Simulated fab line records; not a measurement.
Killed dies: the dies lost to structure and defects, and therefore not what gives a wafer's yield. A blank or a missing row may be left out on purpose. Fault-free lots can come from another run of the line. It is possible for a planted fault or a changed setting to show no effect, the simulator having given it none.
The tool behind it: which one? ; flow gf180mcu ; 6 lots (18 wafers sampled), 1 step of a 602-step route

WHAT EACH GAUGE READ, for each wafer
GF_STI_CD_MEAS_12 targets a cd of 220 nm.
lot;measured;on;cd nm (nm)
L115;day 2 11:07;cd sem-02;219.7 220.0 219.7
L117;day 2 22:20;cd sem-01;220.1 221.1 221.5
L119;day 3 08:28;cd sem-02;219.0 218.7 218.3
L121;day 3 18:44;cd sem-02;221.0 220.7 220.7
L129;day 5 11:49;cd sem-02;220.9 219.8 219.4
L131;day 5 22:10;cd sem-01;219.9 218.8 217.9

EACH LOT AND THE TOOL THAT RAN IT (in order: tool; ch and the chambers of the sampled wafers; start)
The record shows no process step preceding these readings.

THE ANSWER, worked out from the rows above alone
Rule: the lots themselves supply what counts as usual. Put in order of their means at a reading, lots are off if they are a third of the lots or fewer, leave a main group of 4 or more, and stand apart from it by a gap of 3 or more times the standard deviation of the main group's means; of several such gaps the widest counts. A main group whose means are all the same, to the digits that the tables above print for the reading, isn't used. Also off: a lot with no number at a reading for which 4 or more lots have one. The other lots that the step has rows for count as sound.
Nothing can be told from this: no lot is off at any reading shown.

WHAT WAS PUT IN BY THE SIMULATOR
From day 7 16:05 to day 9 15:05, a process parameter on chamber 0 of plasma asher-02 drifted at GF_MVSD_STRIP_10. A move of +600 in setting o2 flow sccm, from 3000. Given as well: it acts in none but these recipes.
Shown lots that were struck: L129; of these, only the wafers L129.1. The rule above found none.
